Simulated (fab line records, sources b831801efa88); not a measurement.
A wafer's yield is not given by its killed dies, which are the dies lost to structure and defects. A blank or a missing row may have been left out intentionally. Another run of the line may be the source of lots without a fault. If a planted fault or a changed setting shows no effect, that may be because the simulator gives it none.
A lot that was struck, set against a sound lot | flow sky130 | 22 steps out of a route of 708
Sound: these wafers, L839.2, L839.4, L839.6. Wafers L859.2, L859.5, L859.6 were the ones struck. The cause comes at the end.
For every step that has rows: the tool of each side, followed by ch and its chambers, followed by its first start. Under that, the readings that differ: sound wafers | struck wafers | difference of the means | sigmas: that difference in standard deviations of wafers without a fault.
alike: a reading whose means differ by less than 2 such deviations, as well as words and numbers matching on both sides. not compared: withheld readings; readings where some wafer has no value; bounds like >300 that might hide an equal value; numbers whose values overlap and for which the record gives no deviation.
A row with sigmas, a row that says differs or no value, or rows on one side alone: a step with any of these is where the two part. When numbers do not overlap yet have no deviation, they are printed without sigmas and do not part them. Lack of a reading on every wafer of one side parts them only where that side has two or more wafers.

SKY_METAL1_SPUTTER_00: material Ti, target thk 15 nm, time 10 s.
  sound: pvd-sputter-03 at day 31 23:50; struck: pvd-sputter-03 at day 38 18:33
  alike: throttle-valve-pct
then, 1 step without rows for these wafers: SKY_METAL1_SPUTTER_01 (material TiN, target thk 20 nm, time 16.7 s).
SKY_METAL1_SPUTTER_02: material AlCu, target thk 250 nm, time 13.3 s.
  sound: pvd-sputter-03 at day 31 23:53; struck: pvd-sputter-03 at day 38 18:36
  alike: throttle-valve-pct
SKY_METAL1_SPUTTER_03: material Ti, target thk 5 nm, time 3.3 s.
  sound: pvd-sputter-03 at day 31 23:55; struck: pvd-sputter-03 at day 38 18:37
  alike: throttle-valve-pct
then, 1 step without rows for these wafers: SKY_METAL1_SPUTTER_04 (material TiN, target thk 70 nm, time 58.3 s).
SKY_METAL1_RS_MEAS_05: a four-point-probe measurement.
  sound: film-metro-04 at day 32 00:00; struck: film-metro-02 at day 38 18:43
  alike: METAL1_ALCU_RS
SKY_METAL1_THK_MEAS_06: measures by xrf.
  sound: film-metro-04 at day 32 00:07; struck: film-metro-02 at day 38 18:49
  alike: METAL1_ALCU_THK
then, 5 steps without rows for these wafers: SKY_METAL1_DEHYDRATE_07 (time 60 s); SKY_METAL1_HMDS_08 (prime time 60 s); SKY_METAL1_COAT_09 (resist thk 60 nm); SKY_METAL1_COAT_10 (resist thk 450 nm); SKY_METAL1_SOFTBAKE_11 (time 88.62 s).
SKY_METAL1_EXPOSE_12: exposes mask MM1, target cd 140 nm.
  sound on krf-scanner-02 ch 0, day 32 13:47; struck on krf-scanner-02 ch 0, day 39 07:07
  reading              | sound                | struck               | difference | sigmas
  exposure-dose-mJ-cm2 | 27.985 28.002 27.961 | 25.307 25.268 25.324 | -2.683     | -99 or more
  reticle-temp-C (C)   | 23.23 23.07 23.13    | 22.98 22.86 22.87    | -0.24      | -3
  alike: mask
then, 2 steps without rows for these wafers: SKY_METAL1_PEB_13; SKY_METAL1_DEVELOP_14 (develop time 60 s).
SKY_METAL1_CD_MEAS_15: target cd 140 nm.
  sound: cd-sem-02 at day 33 02:53; struck: cd-sem-02 at day 39 19:43
  reading    | sound             | struck            | difference | sigmas
  cd-nm (nm) | 145.0 144.9 144.0 | 159.3 159.8 159.2 | +14.8      | +7
  not compared: hold
SKY_METAL1_OVL_MEAS_16:
  sound: overlay-02 at day 33 03:00; struck: overlay-02 at day 40 00:04
  reading | sound | struck                                                                     | difference                   | sigmas
  hold    | - - - | await-dispo/3.9h/release await-dispo/3.9h/release await-dispo/3.9h/release | no value on the sound wafers |
  alike: METAL1_OVL
SKY_METAL1_DESCUM_17: chemistry O2, time 8 s.
  sound on rie-metal-01 ch 0,1, day 33 03:02; struck on rie-metal-03 ch 0,1, day 40 00:06
  reading                 | sound             | struck          | difference | sigmas
  model.METAL1.cd-nm (nm) | 144.3 144.5 143.4 | 160 161.8 160.5 | +17        |
  alike: drypump-motor-current-A, oes-product-au, rf-fwd-power-W
  not compared: rf-hours-counter-h
SKY_METAL1_ETCH_18: etches BARC in N2/H2, stops on SiO2, time 45.9 s, target depth 60 nm.
  sound on rie-metal-01 ch 0,1, day 33 03:04; struck on rie-metal-03 ch 0,1, day 40 00:08
  alike: drypump-motor-current-A, oes-product-au, rf-fwd-power-W, throttle-valve-pct
  not compared: rf-hours-counter-h
SKY_METAL1_METAL_ETCH_19: etches the open film in Cl2/BCl3, stops on SiO2, target depth 360 nm, time 78 s.
  sound on rie-metal-01 ch 0,1, day 33 03:10; struck on rie-metal-03 ch 0,1, day 40 00:11
  reading                 | sound             | struck            | difference | sigmas
  model.METAL1.cd-nm (nm) | 143.6 141.6 143.7 | 154.9 159.4 155.2 | +13.5      |
  alike: drypump-motor-current-A, mfc-cl2-sccm, oes-product-au, rf-fwd-power-W, throttle-valve-pct
  not compared: rf-hours-counter-h
SKY_METAL1_STRIP_20: strips in O2/N2.
  sound on plasma-asher-03 ch 0,1, day 33 03:17; struck on plasma-asher-03 ch 0,1, day 40 00:17
  alike: drypump-motor-current-A, oes-product-au, strip-time-to-endpoint-s
  not compared: rf-hours-counter-h
-- the record jumps here: 11 days lie between the struck wafers' starts before and after (it left off in module METAL1 and takes up again in module PAD_OPEN, whose first step shown is number 708 of the route) --
SKY_PAD_OPEN_PROBE_99:
  sound: prober-02 at day 46 08:40; struck: prober-02 at day 50 21:04
  reading                               | sound               | struck                                                                     | difference                   | sigmas
  hold                                  | - - -               | await-dispo/7.1h/release await-dispo/7.1h/release await-dispo/7.1h/release | no value on the sound wafers |
  killed_at_M0_to_M3                    | 35 44 34            | 49 87 42                                                                   | +22                          | +4
  killed-on-rim                         | 16 14 19            | 21 45 21                                                                   | +13                          | +3
  sort_bin_3_pad_short (%)              | 1.0 0.2 1.0         | 1.8 9.6 2.2                                                                | +3.8                         | +9
  model.etest.met1.width-nm (nm)        | 146.8 139.2 144.3   | 156.3 162.6 153                                                            | +13.9                        |
  model.etest.tester.sort_bin_3_pct (%) | 1.016 0.2033 1.016  | 1.829 9.553 2.236                                                          | +3.794                       |
  model.etest.met1.line-ohm-um          | 0.8953 0.9348 0.908 | 0.8484 0.8204 0.8784                                                       | -0.0636                      |
  alike: defect-limited-yield, killed_at_M4_up, killed-at-contacts, killed-at-front-end, killed-at-other, killed-dies, killed-open, killed-short, sort_bin_5_function, sort_bin_6_memory, sort-n-pass, sort-yield-pct

== WHERE THEY PART ==
First at SKY_METAL1_EXPOSE_12; last, within this record, at SKY_PAD_OPEN_PROBE_99.

WHY: what the simulator had put in
Process parameter drift: krf-scanner-02, from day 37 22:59 on, at SKY_METAL1_EXPOSE_12. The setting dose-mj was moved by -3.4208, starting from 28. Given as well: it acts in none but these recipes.
